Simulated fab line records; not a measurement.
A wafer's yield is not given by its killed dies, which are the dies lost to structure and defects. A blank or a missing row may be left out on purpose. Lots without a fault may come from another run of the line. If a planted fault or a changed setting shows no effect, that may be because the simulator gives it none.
Matching of chambers -- flow sfq_line -- SFQ_TRILAYER_L0_CAP_PECVD_011 on pecvd-01: 3 sister chambers
The step deposits SiO2 from SiH4/N2O, time 13.333 s, target thk 60 nm. 3 wafers are shown with their chamber, then 7 later ones without.

== WAFERS PAIRED WITH THEIR CHAMBERS ==
wafer,chamber,throttle_valve_pct (%)
L747.4,2,22.8
L748.2,0,26.0
L748.3,1,23.4

== WAFERS WITHOUT THEIR CHAMBER ==
wafer,throttle_valve_pct (%)
L748.5,23.1
L749.2,22.7
L749.3,23.3
L749.4,26.2
L752.4,26.4
L752.5,22.8
L752.6,23.3

== THE CHAMBER EACH PASSED THROUGH ==
wafer,from the rows above,in truth
L748.5,can't be placed: 1 or 2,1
L749.2,2,2
L749.3,can't be placed: 1 or 2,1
L749.4,0,0
L752.4,0,0
L752.5,2,2
L752.6,can't be placed: 1 or 2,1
Correctly placed: 4 of 7. Can't be placed from these rows: 3 (the true chamber is among the candidates in 3). Wrongly placed: 0.
How it was worked out, from the rows above alone: a wafer's distance from a chamber is the root of the sum, over the readings, of the square of ((its reading less the chamber's mean) divided by the reading's scatter). The wafer belongs to the nearest chamber; if the next one is less than 2 further off, it can't be placed. For every chamber, the mean is computed from those of its wafers that are shown. The scatter: with one shown wafer a chamber, the root of the mean of the squares of how far each hidden wafer lies from its nearest shown one.
